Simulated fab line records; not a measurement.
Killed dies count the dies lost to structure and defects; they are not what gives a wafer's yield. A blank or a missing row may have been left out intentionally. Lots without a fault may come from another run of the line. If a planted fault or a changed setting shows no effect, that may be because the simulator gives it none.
Which of the tools did it? || flow gf180mcu || 18 wafers from 6 lots sampled at 2 of the route's 602 steps

== WHAT THE GAUGES SHOWED, per wafer ==
GF_VT_IMPLANT_OVL_MEAS_29.
{"lot": "L152", "measured": "day 7 07:36", "on": "overlay-02", "VT_IMPLANT_02_OVL (nm)": "-1.2 -0.5 -3.6"}
{"lot": "L155", "measured": "day 8 00:17", "on": "overlay-01", "VT_IMPLANT_02_OVL (nm)": "-1.0 -1.3 -1.6"}
{"lot": "L164", "measured": "day 10 11:35", "on": "overlay-02", "VT_IMPLANT_02_OVL (nm)": "- - -"}
{"lot": "L167", "measured": "day 11 02:10", "on": "overlay-02", "VT_IMPLANT_02_OVL (nm)": "0.1 -1.6 0.5"}
{"lot": "L169", "measured": "day 11 17:59", "on": "overlay-02", "VT_IMPLANT_02_OVL (nm)": "-1.7 -0.2 -0.9"}
{"lot": "L172", "measured": "day 12 15:41", "on": "overlay-02", "VT_IMPLANT_02_OVL (nm)": "-0.4 -1.5 1.5"}

== WHICH TOOL RAN EACH LOT (tool, then ch and the chambers of the sampled wafers, then the start) ==
{"lot": "L152", "GF_VT_IMPLANT_EXPOSE_26": "iline_stepper-01 ch 0, day 7 00:25"}
{"lot": "L155", "GF_VT_IMPLANT_EXPOSE_26": "iline_stepper-01 ch 0, day 7 16:58"}
{"lot": "L164", "GF_VT_IMPLANT_EXPOSE_26": "iline_stepper-02 ch 0, day 10 02:52"}
{"lot": "L167", "GF_VT_IMPLANT_EXPOSE_26": "iline_stepper-02 ch 0, day 10 18:31"}
{"lot": "L169", "GF_VT_IMPLANT_EXPOSE_26": "iline_stepper-02 ch 0, day 11 07:44"}
{"lot": "L172", "GF_VT_IMPLANT_EXPOSE_26": "iline_stepper-02 ch 0, day 12 04:55"}
- GF_VT_IMPLANT_EXPOSE_26: exposes mask LVPWELL HV AREA, target cd 860 nm.

== THE ANSWER, worked out from the rows above alone ==
Rule: usual is defined by the lots themselves. The widest of any qualifying gaps counts: lots, ordered by their means at a reading, are off when they make up no more than a third of the lots, leave a main group of 4 or more, and stand apart from it by 3 or more times the standard deviation of that group's means. A main group is skipped when, at the precision printed for the reading in the tables above, its means are all equal. Also off: a lot with no number at a reading for which 4 or more lots have one. Any other lot the step has rows for is counted as sound.
Off: at GF_VT_IMPLANT_OVL_MEAS_29 (VT_IMPLANT_02_OVL), L164. Without a number there: L164. The main group: mean -0.9 nm, standard deviation 0.6.
A tool fits if, at a process step before that reading, it ran every lot that is off, and no sound lot after the first of them. Gauges at GF_VT_IMPLANT_OVL_MEAS_29: tried the same way as those tools. No candidate that was tried fits.

== WHAT WAS PUT IN BY THE SIMULATOR ==
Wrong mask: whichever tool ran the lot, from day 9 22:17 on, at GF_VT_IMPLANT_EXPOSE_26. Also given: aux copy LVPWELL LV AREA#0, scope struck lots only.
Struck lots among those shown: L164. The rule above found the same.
